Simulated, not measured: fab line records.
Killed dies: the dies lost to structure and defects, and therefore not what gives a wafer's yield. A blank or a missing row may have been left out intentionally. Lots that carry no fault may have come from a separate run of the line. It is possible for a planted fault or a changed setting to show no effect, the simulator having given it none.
Which tool was responsible? :: flow sky130 :: 11 lots with 33 wafers sampled at 2 steps, on a route of 708 steps

## WHAT EACH GAUGE READ, for each wafer
SKY_SONOS_ONO_THK_MEAS_01.
lot: L159
measured: day 9 23:49
on: filmMetro-03
SONOS_ONO_OXIDATION_THK (nm): 2.49 2.52 2.49

lot: L161
measured: day 11 19:08
on: filmMetro-03
SONOS_ONO_OXIDATION_THK (nm): 2.58 2.53 2.55

lot: L165
measured: day 13 18:04
on: filmMetro-04
SONOS_ONO_OXIDATION_THK (nm): 2.62 2.63 2.57

lot: L166
measured: day 14 02:35
on: filmMetro-04
SONOS_ONO_OXIDATION_THK (nm): 2.58 2.51 2.63

lot: L167
measured: day 14 10:55
on: filmMetro-04
SONOS_ONO_OXIDATION_THK (nm): 2.61 2.58 2.60

lot: L169
measured: day 15 04:33
on: filmMetro-04
SONOS_ONO_OXIDATION_THK (nm): 2.70 2.69 2.69

lot: L170
measured: day 15 09:41
on: filmMetro-03
SONOS_ONO_OXIDATION_THK (nm): 2.97 3.01 3.04

lot: L171
measured: day 15 19:08
on: filmMetro-01
SONOS_ONO_OXIDATION_THK (nm): 2.95 2.98 2.96

lot: L179
measured: day 18 21:13
on: filmMetro-01
SONOS_ONO_OXIDATION_THK (nm): 2.65 2.61 2.59

lot: L181
measured: day 19 16:53
on: filmMetro-03
SONOS_ONO_OXIDATION_THK (nm): 2.51 2.44 2.52

lot: L182
measured: day 20 03:38
on: filmMetro-03
SONOS_ONO_OXIDATION_THK (nm): 2.63 2.59 2.53

## EACH LOT AND THE TOOL THAT RAN IT (in order: tool; ch and the chambers of the sampled wafers; start)
lot: L159
SKY_SONOS_ONO_OXIDATION_00: furnace-02 ch 0, day 9 22:28

lot: L161
SKY_SONOS_ONO_OXIDATION_00: furnace-01 ch 0, day 11 17:47

lot: L165
SKY_SONOS_ONO_OXIDATION_00: furnace-01 ch 0, day 13 16:43

lot: L166
SKY_SONOS_ONO_OXIDATION_00: furnace-02 ch 0, day 14 01:14

lot: L167
SKY_SONOS_ONO_OXIDATION_00: furnace-01 ch 0, day 14 09:34

lot: L169
SKY_SONOS_ONO_OXIDATION_00: furnace-01 ch 0, day 15 03:13

lot: L170
SKY_SONOS_ONO_OXIDATION_00: furnace-02 ch 0, day 15 08:20

lot: L171
SKY_SONOS_ONO_OXIDATION_00: furnace-02 ch 0, day 15 17:47

lot: L179
SKY_SONOS_ONO_OXIDATION_00: furnace-02 ch 0, day 18 19:52

lot: L181
SKY_SONOS_ONO_OXIDATION_00: furnace-01 ch 0, day 19 15:32

lot: L182
SKY_SONOS_ONO_OXIDATION_00: furnace-01 ch 0, day 20 02:17
- SKY_SONOS_ONO_OXIDATION_00: stabilise 600 s, purge 300 s, target thk 2.6 nm.

## THE ANSWER, worked out from the rows above alone
Rule: the usual values come from the lots themselves. Put in order of their means at a reading, lots are off if they are a third of the lots or fewer, leave a main group of 4 or more, and stand apart from it by a gap of 3 or more times the standard deviation of the main group's means; of several such gaps the widest counts. A main group whose means are all the same, to the digits that the tables above print for the reading, isn't used. A lot without any number at a reading at which 4 lots or more have one is off too. All remaining lots with rows at the step are treated as sound.
Off: L170, L171, seen at SKY_SONOS_ONO_THK_MEAS_01 (SONOS_ONO_OXIDATION_THK). For the main group the mean is 2.58 nm and the standard deviation 0.058.
A tool fits if, at a process step before that reading, it ran every lot that is off, and no sound lot after the first of them. Those tools and the gauges at SKY_SONOS_ONO_THK_MEAS_01 are tried in the same way. No candidate that was tried fits.

## WHAT WAS PUT IN BY THE SIMULATOR
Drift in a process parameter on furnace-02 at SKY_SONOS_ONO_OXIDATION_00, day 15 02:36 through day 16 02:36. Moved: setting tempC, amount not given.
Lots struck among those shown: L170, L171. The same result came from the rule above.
